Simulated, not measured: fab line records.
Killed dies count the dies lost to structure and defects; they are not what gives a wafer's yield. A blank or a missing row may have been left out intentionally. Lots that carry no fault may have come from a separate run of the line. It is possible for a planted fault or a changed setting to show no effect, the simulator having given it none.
Matching of chambers / flow gf180mcu / GF_V1_CVD_02 on pecvd-01: 3 sister chambers
The step deposits SiO2 from TEOS, target thk 850 nm, time 94.851 s. 6 wafers are shown with their chamber, then 6 later ones without.

== WAFERS WITH THEIR CHAMBER ==
wafer=L887.3; chamber=2; heaterPowerW (W)=663
wafer=L887.5; chamber=2; heaterPowerW (W)=691
wafer=L888.5; chamber=0; heaterPowerW (W)=627
wafer=L888.6; chamber=1; heaterPowerW (W)=746
wafer=L892.1; chamber=0; heaterPowerW (W)=588
wafer=L892.4; chamber=1; heaterPowerW (W)=688

== WAFERS MISSING THEIR CHAMBER ==
wafer=L892.5; heaterPowerW (W)=646
wafer=L895.2; heaterPowerW (W)=631
wafer=L895.4; heaterPowerW (W)=492
wafer=L895.5; heaterPowerW (W)=755
wafer=L900.4; heaterPowerW (W)=712
wafer=L901.4; heaterPowerW (W)=737

== WHICH CHAMBER EACH WENT THROUGH ==
wafer=L892.5; from the rows above=can't be placed: 2 or 0 or 1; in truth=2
wafer=L895.2; from the rows above=can't be placed: 0 or 2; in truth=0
wafer=L895.4; from the rows above=0; in truth=0
wafer=L895.5; from the rows above=can't be placed: 1 or 2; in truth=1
wafer=L900.4; from the rows above=can't be placed: 1 or 2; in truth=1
wafer=L901.4; from the rows above=can't be placed: 1 or 2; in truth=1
Placed correctly: 1 of 6. These rows do not allow placing 5 (true chamber among the candidates in 5). Wrongly placed: 0.
How it was worked out, from the rows above alone: a wafer's distance from a chamber is the root of the sum, over the readings, of the square of ((its reading less the chamber's mean) divided by the reading's scatter). If the next closest chamber is less than 2 further off than the closest, the wafer can't be placed; otherwise it belongs to the closest. A chamber's mean is the mean of its shown wafers. The scatter: the root of (the sum of the squares of (reading less its chamber's mean) over the shown wafers, divided by (wafers less chambers)).
